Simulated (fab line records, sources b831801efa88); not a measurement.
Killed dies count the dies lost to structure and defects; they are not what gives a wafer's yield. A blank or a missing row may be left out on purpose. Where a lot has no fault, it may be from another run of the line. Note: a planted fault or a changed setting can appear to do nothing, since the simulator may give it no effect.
fab line records / flow sky130
record lots=13 wafers=39 last-day=49
route steps=708 shown POLY_CUT@315 SD_P@331 SD_N@356 PAD_OPEN@708
lots that met no fault: from a run of the same line without faults
start-h: hours from the record's first day to the start of the lot's first wafer shown / wait-h: time in hours since the lot's previous step / " as in the row above / L1.1+2: a single row standing in for several wafers / - no value, or no start was given / * or withheld: withheld / < > ~ a bound
route shown NAME@n: NAME is a module with steps in the file, n the number in the route of the first one / usual: mean/standard deviation taken from wafers without a fault / same: alike in all rows / chamber/n: place in a boat / sites: per-site readings / _std_site: the standard deviation of these / _edge_site: mean of outer sites minus mean of inner sites / radius-mm: for every site, how far away it sits from the centre of the wafer / mask NAME#n: copy n / behind: the tool/chamber that last shaped the wafer / hold: why the lot went on hold/how many hours it stayed there/how the hold came to an end / device: names the non-switching transistor (n, p or np) / end of line: tests run on the same wafers once the route is complete / a step without rows: its recipe alone / killed: dies lost to structure and defects at the first sort, not the wafer's yield / map: a wafer's dies, x killed, . not, _ none there
set.NAME: the setting the step ran with; set.NAME@STEP: the setting that earlier step ran with / model.NAME: the simulator's own value behind a step, which no gauge read
steps of the route over a sample of lots; a table a step, a row a wafer
services: a tool's chamber out of use, with start hour (start-h, from the record's first day; less than 0 if before it), hours out, and reason
## steps
# step SKY_POLY_CUT_CD_MEAS_08
# recipe target-cd-nm=270
# usual cd-nm=270.3/1.2
lot.wafer=L228.2 tool=cd-sem-01 chamber=- start-h=552.16 wait-h=- cd-nm=270.5
lot.wafer=L228.3 tool=cd-sem-01 chamber=- start-h=552.16 wait-h=- cd-nm=270.2
lot.wafer=L228.6 tool=cd-sem-01 chamber=- start-h=552.16 wait-h=- cd-nm=271.3
lot.wafer=L229.1 tool=cd-sem-01 chamber=- start-h=565.83 wait-h=- cd-nm=270.7
lot.wafer=L229.3 tool=cd-sem-01 chamber=- start-h=565.83 wait-h=- cd-nm=271.3
lot.wafer=L229.4 tool=cd-sem-01 chamber=- start-h=565.83 wait-h=- cd-nm=272.4
lot.wafer=L230.2 tool=cd-sem-02 chamber=- start-h=566.20 wait-h=- cd-nm=268.5
lot.wafer=L230.3 tool=cd-sem-02 chamber=- start-h=566.20 wait-h=- cd-nm=269.5
lot.wafer=L230.6 tool=cd-sem-02 chamber=- start-h=566.20 wait-h=- cd-nm=267.9
lot.wafer=L231.3 tool=cd-sem-01 chamber=- start-h=581.03 wait-h=- cd-nm=268.3
lot.wafer=L231.4 tool=cd-sem-01 chamber=- start-h=581.03 wait-h=- cd-nm=267.1
lot.wafer=L231.6 tool=cd-sem-01 chamber=- start-h=581.03 wait-h=- cd-nm=268.9
lot.wafer=L232.1 tool=cd-sem-01 chamber=- start-h=589.98 wait-h=- cd-nm=268.9
lot.wafer=L232.4 tool=cd-sem-01 chamber=- start-h=589.98 wait-h=- cd-nm=268.8
lot.wafer=L232.5 tool=cd-sem-01 chamber=- start-h=589.98 wait-h=- cd-nm=269.7
lot.wafer=L233.1 tool=cd-sem-02 chamber=- start-h=605.84 wait-h=- cd-nm=270.4
lot.wafer=L233.2 tool=cd-sem-02 chamber=- start-h=605.84 wait-h=- cd-nm=270.9
lot.wafer=L233.4 tool=cd-sem-02 chamber=- start-h=605.84 wait-h=- cd-nm=269.5
lot.wafer=L239.1 tool=cd-sem-02 chamber=- start-h=657.14 wait-h=- cd-nm=272.0
lot.wafer=L239.2 tool=cd-sem-02 chamber=- start-h=657.14 wait-h=- cd-nm=270.4
lot.wafer=L239.6 tool=cd-sem-02 chamber=- start-h=657.14 wait-h=- cd-nm=269.8
lot.wafer=L241.1 tool=cd-sem-01 chamber=- start-h=671.58 wait-h=- cd-nm=269.0
lot.wafer=L241.2 tool=cd-sem-01 chamber=- start-h=671.58 wait-h=- cd-nm=268.3
lot.wafer=L241.6 tool=cd-sem-01 chamber=- start-h=671.58 wait-h=- cd-nm=268.7
lot.wafer=L242.1 tool=cd-sem-02 chamber=- start-h=675.08 wait-h=- cd-nm=269.3
lot.wafer=L242.3 tool=cd-sem-02 chamber=- start-h=675.08 wait-h=- cd-nm=270.0
lot.wafer=L242.6 tool=cd-sem-02 chamber=- start-h=675.08 wait-h=- cd-nm=269.6
lot.wafer=L244.2 tool=cd-sem-02 chamber=- start-h=684.00 wait-h=- cd-nm=269.0
lot.wafer=L244.3 tool=cd-sem-02 chamber=- start-h=684.00 wait-h=- cd-nm=269.6
lot.wafer=L244.6 tool=cd-sem-02 chamber=- start-h=684.00 wait-h=- cd-nm=268.7
lot.wafer=L246.1 tool=cd-sem-01 chamber=- start-h=701.43 wait-h=- cd-nm=270.0
lot.wafer=L246.3 tool=cd-sem-01 chamber=- start-h=701.43 wait-h=- cd-nm=269.8
lot.wafer=L246.5 tool=cd-sem-01 chamber=- start-h=701.43 wait-h=- cd-nm=268.8
lot.wafer=L248.1 tool=cd-sem-01 chamber=- start-h=728.73 wait-h=- cd-nm=270.1
lot.wafer=L248.2 tool=cd-sem-01 chamber=- start-h=728.73 wait-h=- cd-nm=271.2
lot.wafer=L248.6 tool=cd-sem-01 chamber=- start-h=728.73 wait-h=- cd-nm=271.0
lot.wafer=L250.2 tool=cd-sem-01 chamber=- start-h=730.83 wait-h=- cd-nm=271.1
lot.wafer=L250.4 tool=cd-sem-01 chamber=- start-h=730.83 wait-h=- cd-nm=271.0
lot.wafer=L250.5 tool=cd-sem-01 chamber=- start-h=730.83 wait-h=- cd-nm=271.4
# step SKY_SD_P_TW_MEAS_11
# usual SD_P_TW=2805/16
lot.wafer=L228.2 tool=film-metro-02 chamber=- start-h=582.30 wait-h=0.1 SD_P_TW=2810
lot.wafer=L228.3 tool=film-metro-02 chamber=- start-h=582.30 wait-h=0.1 SD_P_TW=2815
lot.wafer=L228.6 tool=film-metro-02 chamber=- start-h=582.30 wait-h=0.1 SD_P_TW=2814
lot.wafer=L229.1 tool=film-metro-04 chamber=- start-h=595.64 wait-h=0.1 SD_P_TW=2792
lot.wafer=L229.3 tool=film-metro-04 chamber=- start-h=595.64 wait-h=0.1 SD_P_TW=2807
lot.wafer=L229.4 tool=film-metro-04 chamber=- start-h=595.64 wait-h=0.1 SD_P_TW=2792
lot.wafer=L230.2 tool=film-metro-04 chamber=- start-h=596.21 wait-h=0.1 SD_P_TW=2785
lot.wafer=L230.3 tool=film-metro-04 chamber=- start-h=596.21 wait-h=0.1 SD_P_TW=2805
lot.wafer=L230.6 tool=film-metro-04 chamber=- start-h=596.21 wait-h=0.1 SD_P_TW=2790
lot.wafer=L231.3 tool=film-metro-04 chamber=- start-h=610.06 wait-h=0.1 SD_P_TW=2823
lot.wafer=L231.4 tool=film-metro-04 chamber=- start-h=610.06 wait-h=0.1 SD_P_TW=2806
lot.wafer=L231.6 tool=film-metro-04 chamber=- start-h=610.06 wait-h=0.1 SD_P_TW=2814
lot.wafer=L232.1 tool=film-metro-01 chamber=- start-h=619.04 wait-h=0.1 SD_P_TW=2831
lot.wafer=L232.4 tool=film-metro-01 chamber=- start-h=619.04 wait-h=0.1 SD_P_TW=2827
lot.wafer=L232.5 tool=film-metro-01 chamber=- start-h=619.04 wait-h=0.1 SD_P_TW=2828
lot.wafer=L233.1 tool=film-metro-04 chamber=- start-h=635.54 wait-h=0.1 SD_P_TW=2790
lot.wafer=L233.2 tool=film-metro-04 chamber=- start-h=635.54 wait-h=0.1 SD_P_TW=2814
lot.wafer=L233.4 tool=film-metro-04 chamber=- start-h=635.54 wait-h=0.1 SD_P_TW=2802
lot.wafer=L239.1 tool=film-metro-01 chamber=- start-h=686.14 wait-h=0.1 SD_P_TW=2827
lot.wafer=L239.2 tool=film-metro-01 chamber=- start-h=686.14 wait-h=0.1 SD_P_TW=2827
lot.wafer=L239.6 tool=film-metro-01 chamber=- start-h=686.14 wait-h=0.1 SD_P_TW=2818
lot.wafer=L241.1 tool=film-metro-02 chamber=- start-h=699.94 wait-h=0.1 SD_P_TW=2817
lot.wafer=L241.2 tool=film-metro-02 chamber=- start-h=699.94 wait-h=0.1 SD_P_TW=2810
lot.wafer=L241.6 tool=film-metro-02 chamber=- start-h=699.94 wait-h=0.1 SD_P_TW=2810
lot.wafer=L242.1 tool=film-metro-02 chamber=- start-h=703.34 wait-h=0.1 SD_P_TW=2807
lot.wafer=L242.3 tool=film-metro-02 chamber=- start-h=703.34 wait-h=0.1 SD_P_TW=2788
lot.wafer=L242.6 tool=film-metro-02 chamber=- start-h=703.34 wait-h=0.1 SD_P_TW=2797
lot.wafer=L244.2 tool=film-metro-04 chamber=- start-h=712.45 wait-h=0.1 SD_P_TW=2795
lot.wafer=L244.3 tool=film-metro-04 chamber=- start-h=712.45 wait-h=0.1 SD_P_TW=2797
lot.wafer=L244.6 tool=film-metro-04 chamber=- start-h=712.45 wait-h=0.1 SD_P_TW=2799
lot.wafer=L246.1 tool=film-metro-01 chamber=- start-h=730.98 wait-h=0.1 SD_P_TW=2796
lot.wafer=L246.3 tool=film-metro-01 chamber=- start-h=730.98 wait-h=0.1 SD_P_TW=2809
lot.wafer=L246.5 tool=film-metro-01 chamber=- start-h=730.98 wait-h=0.1 SD_P_TW=2821
lot.wafer=L248.1 tool=film-metro-04 chamber=- start-h=753.39 wait-h=0.1 SD_P_TW=2790
lot.wafer=L248.2 tool=film-metro-04 chamber=- start-h=753.39 wait-h=0.1 SD_P_TW=2775
lot.wafer=L248.6 tool=film-metro-04 chamber=- start-h=753.39 wait-h=0.1 SD_P_TW=2798
lot.wafer=L250.2 tool=film-metro-04 chamber=- start-h=757.95 wait-h=0.1 SD_P_TW=2774
lot.wafer=L250.4 tool=film-metro-04 chamber=- start-h=757.95 wait-h=0.1 SD_P_TW=2800
lot.wafer=L250.5 tool=film-metro-04 chamber=- start-h=757.95 wait-h=0.1 SD_P_TW=2781
# step SKY_SD_N_RTA_14
# recipe temp-c=1075 time-s=2 idle-temp-c=650 ramp-up-c-per-s=150 ramp-down-c-per-s=90 ambient=N2
# usual lamp-power-pct=15.73/0.049 ramp-down-c-per-s=90.001/0.015 ramp-up-c-per-s=149.99/0.029 wafer_temp_C_max=1078.1/1.3
lot.wafer=L228.2 tool=rtp-anneal-02 chamber=0 start-h=640.07 wait-h=0.0 lamp-power-pct=15.73 ramp-down-c-per-s=89.996 ramp-up-c-per-s=150.00 wafer_temp_C_max=1077.8
lot.wafer=L228.3 tool=rtp-anneal-02 chamber=0 start-h=640.07 wait-h=0.0 lamp-power-pct=15.72 ramp-down-c-per-s=89.992 ramp-up-c-per-s=150.01 wafer_temp_C_max=1077.8
lot.wafer=L228.6 tool=rtp-anneal-02 chamber=0 start-h=640.07 wait-h=0.0 lamp-power-pct=15.75 ramp-down-c-per-s=89.988 ramp-up-c-per-s=149.93 wafer_temp_C_max=1080.8
lot.wafer=L229.1 tool=rtp-anneal-01 chamber=0 start-h=653.20 wait-h=0.0 lamp-power-pct=15.64 ramp-down-c-per-s=90.025 ramp-up-c-per-s=149.97 wafer_temp_C_max=1078.4
lot.wafer=L229.3 tool=rtp-anneal-01 chamber=0 start-h=653.20 wait-h=0.0 lamp-power-pct=15.74 ramp-down-c-per-s=89.978 ramp-up-c-per-s=149.98 wafer_temp_C_max=1077.3
lot.wafer=L229.4 tool=rtp-anneal-01 chamber=0 start-h=653.20 wait-h=0.0 lamp-power-pct=15.75 ramp-down-c-per-s=90.028 ramp-up-c-per-s=150.00 wafer_temp_C_max=1077.0
lot.wafer=L230.2 tool=rtp-anneal-02 chamber=0 start-h=653.76 wait-h=0.0 lamp-power-pct=15.69 ramp-down-c-per-s=90.003 ramp-up-c-per-s=150.00 wafer_temp_C_max=1077.6
lot.wafer=L230.3 tool=rtp-anneal-02 chamber=0 start-h=653.76 wait-h=0.0 lamp-power-pct=15.71 ramp-down-c-per-s=89.985 ramp-up-c-per-s=150.03 wafer_temp_C_max=1078.8
lot.wafer=L230.6 tool=rtp-anneal-02 chamber=0 start-h=653.76 wait-h=0.0 lamp-power-pct=15.68 ramp-down-c-per-s=90.007 ramp-up-c-per-s=150.01 wafer_temp_C_max=1077.2
lot.wafer=L231.3 tool=rtp-anneal-01 chamber=0 start-h=667.93 wait-h=0.0 lamp-power-pct=15.78 ramp-down-c-per-s=89.996 ramp-up-c-per-s=150.01 wafer_temp_C_max=1081.2
lot.wafer=L231.4 tool=rtp-anneal-01 chamber=0 start-h=667.93 wait-h=0.0 lamp-power-pct=15.76 ramp-down-c-per-s=89.980 ramp-up-c-per-s=150.04 wafer_temp_C_max=1079.3
lot.wafer=L231.6 tool=rtp-anneal-01 chamber=0 start-h=667.93 wait-h=0.0 lamp-power-pct=15.78 ramp-down-c-per-s=90.032 ramp-up-c-per-s=150.05 wafer_temp_C_max=1080.8
lot.wafer=L232.1 tool=rtp-anneal-02 chamber=0 start-h=674.75 wait-h=0.0 lamp-power-pct=15.81 ramp-down-c-per-s=90.009 ramp-up-c-per-s=150.03 wafer_temp_C_max=1076.6
lot.wafer=L232.4 tool=rtp-anneal-02 chamber=0 start-h=674.75 wait-h=0.0 lamp-power-pct=15.76 ramp-down-c-per-s=89.995 ramp-up-c-per-s=150.00 wafer_temp_C_max=1078.6
lot.wafer=L232.5 tool=rtp-anneal-02 chamber=0 start-h=674.75 wait-h=0.0 lamp-power-pct=15.69 ramp-down-c-per-s=89.970 ramp-up-c-per-s=149.96 wafer_temp_C_max=1076.4
lot.wafer=L233.1 tool=rtp-anneal-01 chamber=0 start-h=692.20 wait-h=0.0 lamp-power-pct=15.72 ramp-down-c-per-s=90.017 ramp-up-c-per-s=149.97 wafer_temp_C_max=1079.0
lot.wafer=L233.2 tool=rtp-anneal-01 chamber=0 start-h=692.20 wait-h=0.0 lamp-power-pct=15.65 ramp-down-c-per-s=89.992 ramp-up-c-per-s=149.98 wafer_temp_C_max=1077.6
lot.wafer=L233.4 tool=rtp-anneal-01 chamber=0 start-h=692.20 wait-h=0.0 lamp-power-pct=15.77 ramp-down-c-per-s=90.023 ramp-up-c-per-s=149.96 wafer_temp_C_max=1077.5
lot.wafer=L239.1 tool=rtp-anneal-01 chamber=0 start-h=739.15 wait-h=0.0 lamp-power-pct=15.69 ramp-down-c-per-s=35.982 ramp-up-c-per-s=149.99 wafer_temp_C_max=1077.4
lot.wafer=L239.2 tool=rtp-anneal-01 chamber=0 start-h=739.15 wait-h=0.0 lamp-power-pct=15.86 ramp-down-c-per-s=36.005 ramp-up-c-per-s=150.03 wafer_temp_C_max=1077.9
lot.wafer=L239.6 tool=rtp-anneal-01 chamber=0 start-h=739.15 wait-h=0.0 lamp-power-pct=15.64 ramp-down-c-per-s=35.996 ramp-up-c-per-s=149.96 wafer_temp_C_max=1076.1
lot.wafer=L241.1 tool=rtp-anneal-01 chamber=0 start-h=752.15 wait-h=0.0 lamp-power-pct=15.72 ramp-down-c-per-s=35.975 ramp-up-c-per-s=149.99 wafer_temp_C_max=1077.9
lot.wafer=L241.2 tool=rtp-anneal-01 chamber=0 start-h=752.15 wait-h=0.0 lamp-power-pct=15.80 ramp-down-c-per-s=35.997 ramp-up-c-per-s=150.03 wafer_temp_C_max=1076.1
lot.wafer=L241.6 tool=rtp-anneal-01 chamber=0 start-h=752.15 wait-h=0.0 lamp-power-pct=15.78 ramp-down-c-per-s=36.012 ramp-up-c-per-s=150.01 wafer_temp_C_max=1077.2
lot.wafer=L242.1 tool=rtp-anneal-02 chamber=0 start-h=757.60 wait-h=0.0 lamp-power-pct=15.79 ramp-down-c-per-s=90.020 ramp-up-c-per-s=149.99 wafer_temp_C_max=1079.9
lot.wafer=L242.3 tool=rtp-anneal-02 chamber=0 start-h=757.60 wait-h=0.0 lamp-power-pct=15.80 ramp-down-c-per-s=89.980 ramp-up-c-per-s=150.02 wafer_temp_C_max=1080.4
lot.wafer=L242.6 tool=rtp-anneal-02 chamber=0 start-h=757.60 wait-h=0.0 lamp-power-pct=15.74 ramp-down-c-per-s=90.002 ramp-up-c-per-s=149.94 wafer_temp_C_max=1079.6
lot.wafer=L244.2 tool=rtp-anneal-02 chamber=0 start-h=764.31 wait-h=0.0 lamp-power-pct=15.73 ramp-down-c-per-s=90.004 ramp-up-c-per-s=150.01 wafer_temp_C_max=1080.0
lot.wafer=L244.3 tool=rtp-anneal-02 chamber=0 start-h=764.31 wait-h=0.0 lamp-power-pct=15.77 ramp-down-c-per-s=90.024 ramp-up-c-per-s=149.95 wafer_temp_C_max=1076.9
lot.wafer=L244.6 tool=rtp-anneal-02 chamber=0 start-h=764.31 wait-h=0.0 lamp-power-pct=15.66 ramp-down-c-per-s=89.993 ramp-up-c-per-s=149.98 wafer_temp_C_max=1079.2
lot.wafer=L246.1 tool=rtp-anneal-02 chamber=0 start-h=783.95 wait-h=0.0 lamp-power-pct=15.78 ramp-down-c-per-s=89.982 ramp-up-c-per-s=150.02 wafer_temp_C_max=1077.6
lot.wafer=L246.3 tool=rtp-anneal-02 chamber=0 start-h=783.95 wait-h=0.0 lamp-power-pct=15.72 ramp-down-c-per-s=89.998 ramp-up-c-per-s=149.94 wafer_temp_C_max=1079.8
lot.wafer=L246.5 tool=rtp-anneal-02 chamber=0 start-h=783.95 wait-h=0.0 lamp-power-pct=15.73 ramp-down-c-per-s=90.012 ramp-up-c-per-s=150.00 wafer_temp_C_max=1076.9
lot.wafer=L248.1 tool=rtp-anneal-02 chamber=0 start-h=805.65 wait-h=0.0 lamp-power-pct=15.76 ramp-down-c-per-s=90.039 ramp-up-c-per-s=150.04 wafer_temp_C_max=1076.9
lot.wafer=L248.2 tool=rtp-anneal-02 chamber=0 start-h=805.65 wait-h=0.0 lamp-power-pct=15.78 ramp-down-c-per-s=90.021 ramp-up-c-per-s=149.96 wafer_temp_C_max=1079.0
lot.wafer=L248.6 tool=rtp-anneal-02 chamber=0 start-h=805.65 wait-h=0.0 lamp-power-pct=15.73 ramp-down-c-per-s=90.006 ramp-up-c-per-s=150.00 wafer_temp_C_max=1078.1
lot.wafer=L250.2 tool=rtp-anneal-02 chamber=0 start-h=810.01 wait-h=0.0 lamp-power-pct=15.82 ramp-down-c-per-s=89.990 ramp-up-c-per-s=150.06 wafer_temp_C_max=1077.1
lot.wafer=L250.4 tool=rtp-anneal-02 chamber=0 start-h=810.01 wait-h=0.0 lamp-power-pct=15.70 ramp-down-c-per-s=89.990 ramp-up-c-per-s=149.98 wafer_temp_C_max=1078.4
lot.wafer=L250.5 tool=rtp-anneal-02 chamber=0 start-h=810.01 wait-h=0.0 lamp-power-pct=15.75 ramp-down-c-per-s=90.014 ramp-up-c-per-s=150.03 wafer_temp_C_max=1076.4
# step SKY_SD_N_RS_MEAS_17
# recipe thk-meas-gauge=four-point-probe
# usual SD_P_RS=146.9/0.36
lot.wafer=L228.2 tool=film-metro-02 chamber=- start-h=640.42 wait-h=0.1 SD_P_RS[ohm/sq]=147.3
lot.wafer=L228.3 tool=film-metro-02 chamber=- start-h=640.42 wait-h=0.1 SD_P_RS[ohm/sq]=147.1
lot.wafer=L228.6 tool=film-metro-02 chamber=- start-h=640.42 wait-h=0.1 SD_P_RS[ohm/sq]=146.9
lot.wafer=L229.1 tool=film-metro-04 chamber=- start-h=653.50 wait-h=0.1 SD_P_RS[ohm/sq]=147.4
lot.wafer=L229.3 tool=film-metro-04 chamber=- start-h=653.50 wait-h=0.1 SD_P_RS[ohm/sq]=147.3
lot.wafer=L229.4 tool=film-metro-04 chamber=- start-h=653.50 wait-h=0.1 SD_P_RS[ohm/sq]=147.3
lot.wafer=L230.2 tool=film-metro-01 chamber=- start-h=654.06 wait-h=0.1 SD_P_RS[ohm/sq]=147.1
lot.wafer=L230.3 tool=film-metro-01 chamber=- start-h=654.06 wait-h=0.1 SD_P_RS[ohm/sq]=147.1
lot.wafer=L230.6 tool=film-metro-01 chamber=- start-h=654.06 wait-h=0.1 SD_P_RS[ohm/sq]=146.9
lot.wafer=L231.3 tool=film-metro-01 chamber=- start-h=668.25 wait-h=0.1 SD_P_RS[ohm/sq]=147.2
lot.wafer=L231.4 tool=film-metro-01 chamber=- start-h=668.25 wait-h=0.1 SD_P_RS[ohm/sq]=146.7
lot.wafer=L231.6 tool=film-metro-01 chamber=- start-h=668.25 wait-h=0.1 SD_P_RS[ohm/sq]=146.9
lot.wafer=L232.1 tool=film-metro-01 chamber=- start-h=675.04 wait-h=0.1 SD_P_RS[ohm/sq]=146.6
lot.wafer=L232.4 tool=film-metro-01 chamber=- start-h=675.04 wait-h=0.1 SD_P_RS[ohm/sq]=146.6
lot.wafer=L232.5 tool=film-metro-01 chamber=- start-h=675.04 wait-h=0.1 SD_P_RS[ohm/sq]=146.3
lot.wafer=L233.1 tool=film-metro-01 chamber=- start-h=692.49 wait-h=0.1 SD_P_RS[ohm/sq]=147.4
lot.wafer=L233.2 tool=film-metro-01 chamber=- start-h=692.49 wait-h=0.1 SD_P_RS[ohm/sq]=146.9
lot.wafer=L233.4 tool=film-metro-01 chamber=- start-h=692.49 wait-h=0.1 SD_P_RS[ohm/sq]=146.6
lot.wafer=L239.1 tool=film-metro-01 chamber=- start-h=739.44 wait-h=0.1 SD_P_RS[ohm/sq]=147.5
lot.wafer=L239.2 tool=film-metro-01 chamber=- start-h=739.44 wait-h=0.1 SD_P_RS[ohm/sq]=147.1
lot.wafer=L239.6 tool=film-metro-01 chamber=- start-h=739.44 wait-h=0.1 SD_P_RS[ohm/sq]=147.0
lot.wafer=L241.1 tool=film-metro-01 chamber=- start-h=752.44 wait-h=0.1 SD_P_RS[ohm/sq]=146.9
lot.wafer=L241.2 tool=film-metro-01 chamber=- start-h=752.44 wait-h=0.1 SD_P_RS[ohm/sq]=146.7
lot.wafer=L241.6 tool=film-metro-01 chamber=- start-h=752.44 wait-h=0.1 SD_P_RS[ohm/sq]=146.5
lot.wafer=L242.1 tool=film-metro-01 chamber=- start-h=757.89 wait-h=0.1 SD_P_RS[ohm/sq]=146.5
lot.wafer=L242.3 tool=film-metro-01 chamber=- start-h=757.89 wait-h=0.1 SD_P_RS[ohm/sq]=146.4
lot.wafer=L242.6 tool=film-metro-01 chamber=- start-h=757.89 wait-h=0.1 SD_P_RS[ohm/sq]=146.4
lot.wafer=L244.2 tool=film-metro-04 chamber=- start-h=764.61 wait-h=0.1 SD_P_RS[ohm/sq]=146.4
lot.wafer=L244.3 tool=film-metro-04 chamber=- start-h=764.61 wait-h=0.1 SD_P_RS[ohm/sq]=147.1
lot.wafer=L244.6 tool=film-metro-04 chamber=- start-h=764.61 wait-h=0.1 SD_P_RS[ohm/sq]=146.7
lot.wafer=L246.1 tool=film-metro-01 chamber=- start-h=784.25 wait-h=0.1 SD_P_RS[ohm/sq]=147.3
lot.wafer=L246.3 tool=film-metro-01 chamber=- start-h=784.25 wait-h=0.1 SD_P_RS[ohm/sq]=146.7
lot.wafer=L246.5 tool=film-metro-01 chamber=- start-h=784.25 wait-h=0.1 SD_P_RS[ohm/sq]=146.9
lot.wafer=L248.1 tool=film-metro-04 chamber=- start-h=805.94 wait-h=0.1 SD_P_RS[ohm/sq]=146.8
lot.wafer=L248.2 tool=film-metro-04 chamber=- start-h=805.94 wait-h=0.1 SD_P_RS[ohm/sq]=146.4
lot.wafer=L248.6 tool=film-metro-04 chamber=- start-h=805.94 wait-h=0.1 SD_P_RS[ohm/sq]=146.6
lot.wafer=L250.2 tool=film-metro-02 chamber=- start-h=810.31 wait-h=0.1 SD_P_RS[ohm/sq]=146.7
lot.wafer=L250.4 tool=film-metro-02 chamber=- start-h=810.31 wait-h=0.1 SD_P_RS[ohm/sq]=146.4
lot.wafer=L250.5 tool=film-metro-02 chamber=- start-h=810.31 wait-h=0.1 SD_P_RS[ohm/sq]=146.8
# step SKY_PAD_OPEN_PROBE_99
# usual killed_at_M0_to_M3=44/6.6 killed_at_M4_up=2.9/1.8 killed-at-contacts=24/4.8 killed-at-front-end=15/4.5 killed-at-other=0.3/0.64 killed-dies=86/8.7 killed-open=47/6.5 killed-short=39/5.8
# same gross-dies=492 killed-at-back-side=0
lot.wafer=L230.2 tool=prober-01 chamber=- start-h=1078.15 wait-h=0.1 killed_at_M0_to_M3=40 killed_at_M4_up=1 killed-at-contacts=23 killed-at-front-end=18 killed-at-other=0 killed-dies=82 killed-open=39 killed-short=43
lot.wafer=L230.3 tool=prober-01 chamber=- start-h=1078.20 wait-h=0.2 killed_at_M0_to_M3=51 killed_at_M4_up=3 killed-at-contacts=16 killed-at-front-end=19 killed-at-other=1 killed-dies=90 killed-open=46 killed-short=43
lot.wafer=L230.6 tool=prober-01 chamber=- start-h=1078.35 wait-h=0.2 killed_at_M0_to_M3=49 killed_at_M4_up=2 killed-at-contacts=26 killed-at-front-end=16 killed-at-other=3 killed-dies=96 killed-open=52 killed-short=42
lot.wafer=L231.3 tool=prober-02 chamber=- start-h=1091.76 wait-h=0.2 killed_at_M0_to_M3=45 killed_at_M4_up=3 killed-at-contacts=30 killed-at-front-end=10 killed-at-other=0 killed-dies=88 killed-open=48 killed-short=40
lot.wafer=L231.4 tool=prober-02 chamber=- start-h=1091.81 wait-h=0.2 killed_at_M0_to_M3=35 killed_at_M4_up=1 killed-at-contacts=20 killed-at-front-end=13 killed-at-other=0 killed-dies=69 killed-open=38 killed-short=31
lot.wafer=L231.6 tool=prober-02 chamber=- start-h=1091.91 wait-h=0.2 killed_at_M0_to_M3=47 killed_at_M4_up=3 killed-at-contacts=26 killed-at-front-end=15 killed-at-other=0 killed-dies=91 killed-open=52 killed-short=39
lot.wafer=L244.2 tool=prober-01 chamber=- start-h=1159.95 wait-h=0.1 killed_at_M0_to_M3=29 killed_at_M4_up=4 killed-at-contacts=25 killed-at-front-end=22 killed-at-other=0 killed-dies=80 killed-open=44 killed-short=36
lot.wafer=L244.3 tool=prober-01 chamber=- start-h=1160.00 wait-h=0.2 killed_at_M0_to_M3=44 killed_at_M4_up=0 killed-at-contacts=28 killed-at-front-end=7 killed-at-other=0 killed-dies=79 killed-open=46 killed-short=33
lot.wafer=L244.6 tool=prober-01 chamber=- start-h=1160.15 wait-h=0.2 killed_at_M0_to_M3=45 killed_at_M4_up=1 killed-at-contacts=15 killed-at-front-end=13 killed-at-other=0 killed-dies=74 killed-open=39 killed-short=35
# killed by level:class
L230.2 CONTACT:geometric-particle:short=8 VIA2:geometric-particle:open=8 VIA1:geometric-particle:open=8 FIELD_ISO:geometric-particle:short=7 METAL2:geometric-particle:short=7 CONTACT:geometric-particle:open=6 LOCAL_INTERCONNECT:geometric-particle:short=5 VIA3:geometric-particle:open=5
L230.3 VIA1:geometric-particle:open=16 VIA3:geometric-particle:open=8 VIA1:geometric-particle:short=8 FIELD_ISO:geometric-particle:short=5 CONTACT:geometric-particle:short=5 METAL1:geometric-particle:short=5 FIELD_ISO:geometric-particle:open=4 POLY_GATE:geometric-particle:open=4
L230.6 VIA1:geometric-particle:open=16 CONTACT:geometric-particle:open=9 VIA2:geometric-particle:open=8 FIELD_ISO:geometric-particle:short=6 VIA3:geometric-particle:open=6 METAL2:geometric-particle:short=5 CONTACT:geometric-particle:short=5 POLY_GATE:geometric-particle:open=4
L231.3 VIA1:geometric-particle:open=12 LI_CONTACT:geometric-particle:open=8 VIA3:geometric-particle:open=7 CONTACT:geometric-particle:open=6 VIA1:geometric-particle:short=6 LI_CONTACT:geometric-particle:short=5 LOCAL_INTERCONNECT:geometric-particle:short=5 VIA2:geometric-particle:open=5
L231.4 VIA1:geometric-particle:open=9 LI_CONTACT:geometric-particle:open=6 VIA3:geometric-particle:open=6 CONTACT:geometric-particle:open=6 METAL2:geometric-particle:short=6 FIELD_ISO:geometric-particle:open=5 FIELD_ISO:geometric-particle:short=5 METAL1:geometric-particle:short=4
L231.6 CONTACT:geometric-particle:open=12 VIA1:geometric-particle:open=10 VIA2:geometric-particle:open=9 METAL2:geometric-particle:short=6 VIA3:geometric-particle:open=6 VIA2:geometric-particle:short=6 POLY_GATE:geometric-particle:short=5 LI_CONTACT:geometric-particle:open=5
L244.2 CONTACT:geometric-particle:open=12 METAL1:geometric-particle:short=9 VIA2:geometric-particle:open=7 FIELD_ISO:geometric-particle:open=6 VIA1:geometric-particle:open=6 FIELD_ISO:geometric-particle:short=4 LOCAL_INTERCONNECT:geometric-particle:short=4 POLY_GATE:geometric-particle:short=3
L244.3 METAL1:geometric-particle:short=9 LI_CONTACT:geometric-particle:open=8 CONTACT:geometric-particle:open=8 VIA1:geometric-particle:open=8 VIA3:geometric-particle:open=7 VIA1:geometric-particle:short=5 LI_CONTACT:geometric-particle:short=4 LOCAL_INTERCONNECT:geometric-particle:open=4
L244.6 VIA1:geometric-particle:open=13 CONTACT:geometric-particle:open=8 METAL2:geometric-particle:short=8 METAL1:geometric-particle:short=7 FIELD_ISO:geometric-particle:open=6 VIA2:geometric-particle:open=6 VIA1:geometric-particle:short=4 POLY_GATE:geometric-particle:short=3
## services
tool=rtp-anneal-01 chamber=- start-h=702.02 hours=0.8 kind=repair
## key
first-sign step=SKY_SD_N_RTA_14 reading=ramp-down-c-per-s direction=down sigmas=99+ usual=90.001 struck=35.995
effect none on later readings
met-at SKY_SD_N_RTA_14
struck-lots L239,L241
tester-left-out L239,L241
not-acting-at SKY_POLY_CUT_CD_MEAS_08,SKY_SD_P_TW_MEAS_11,SKY_SD_N_RS_MEAS_17
onset-between 692.20 739.15
fault kind=process-parameter-drift tool=rtp-anneal-01 chamber=- onset-h=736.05 steps=SKY_SD_N_RTA_14 channel=ramp-down-c-per-s offset=-54 shape=step end-h=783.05 acts-in=these-recipes-only stated=90
# tester-left-out: of these lots the tester's yield and bins aren't shown, on N5 and GAA mostly nor the transistor test; their killed dies are dies lost to structure and defects alone, not to doping, threshold or leakage, so they don't give the yield
